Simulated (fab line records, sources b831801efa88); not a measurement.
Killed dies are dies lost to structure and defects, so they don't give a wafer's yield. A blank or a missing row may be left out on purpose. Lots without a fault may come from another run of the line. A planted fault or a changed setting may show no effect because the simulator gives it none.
One fault seen from 2 desks | flow sky130 | each desk has only its own numbers; what lay behind them comes last

THE METROLOGY DESK
What the gauges read, lot by lot, whatever tool the lot ran on: means of the sampled wafers that have a number. A lot is out of limits, marked OUT, if its mean lies more than 4 standard deviations from the usual mean; the brackets give that distance.
Columns: A = SONOS_TUNNEL_OVL at SKY_SONOS_TUNNEL_OVL_MEAS_08, usual 0.9 nm; B = POLY_GATE_TW at SKY_RES_PROTECT_TW_MEAS_08, usual 4039; C = cd_nm at SKY_POLY_GATE_CD_MEAS_13, usual 150.2 nm; D = cd_nm at SKY_POLY_GATE_CD_MEAS_22, usual 149.7 nm
lot  | first seen here | A    | B    | C     | D
L403 | day 11 02:23    | 1.7  | 3997 | 149.4 | 146.4
L404 | day 11 18:05    | 2.3  | 4055 | 149.8 | 147.9
L406 | day 12 07:14    | 1.6  | 4033 | 150.0 | 151.3
L407 | day 12 12:19    | -0.2 | 4055 | 150.9 | 154.5
L409 | day 13 09:11    | 1.6  | 4023 | 150.6 | 155.7
L408 | day 13 10:22    | -0.9 | 4015 | 148.6 | 152.5
L420 | day 17 00:07    | 1.6  | 4071 | 150.0 | 148.0
L421 | day 17 08:08    | 0.7  | 4072 | 148.0 | 145.4
L422 | day 17 19:40    | 0.1  | 4042 | 150.4 | 149.2
L423 | day 18 01:02    | -0.6 | 4044 | 150.8 | 150.8
L425 | day 18 13:56    | 1.3  | 3972 | 150.8 | 150.8
This desk's finding: nothing out of limits on any of the 11 lots.

THE TOOL OWNER'S DESK: rie_diel-03
The tool's own readings at SKY_POLY_GATE_ETCH_15 (etches BARC in N2/H2, stops on SiO2, time 118.5 s, target depth 110 nm): means of the sampled wafers that have a number, for each lot that ran on this tool. A lot is out of limits, marked OUT, if its mean lies more than 4 standard deviations from the usual mean; the brackets give that distance.
Columns: A = drypump_motor_current_A at SKY_POLY_GATE_ETCH_15, usual 5.6 A; B = oes_product_au at SKY_POLY_GATE_ETCH_15, usual 0.716 a.u.; C = throttle_valve_pct at SKY_POLY_GATE_ETCH_15, usual 13.213 %
lot  | first seen here | A   | B     | C
L406 | day 17 12:01    | 5.5 | 0.719 | 13.214
L407 | day 17 16:56    | 5.9 | 0.715 | 13.215
L409 | day 18 13:04    | 5.7 | 0.713 | 13.208
L408 | day 18 17:31    | 5.9 | 0.714 | 13.212
L425 | day 24 08:13    | 5.4 | 0.722 | 13.215
This desk's finding: nothing out of limits on any of the 5 lots.

PUT TOGETHER
The metrology desk saw nothing out of limits.
The tool owner's desk saw nothing out of limits.

WHAT THE SIMULATOR HAD PUT IN
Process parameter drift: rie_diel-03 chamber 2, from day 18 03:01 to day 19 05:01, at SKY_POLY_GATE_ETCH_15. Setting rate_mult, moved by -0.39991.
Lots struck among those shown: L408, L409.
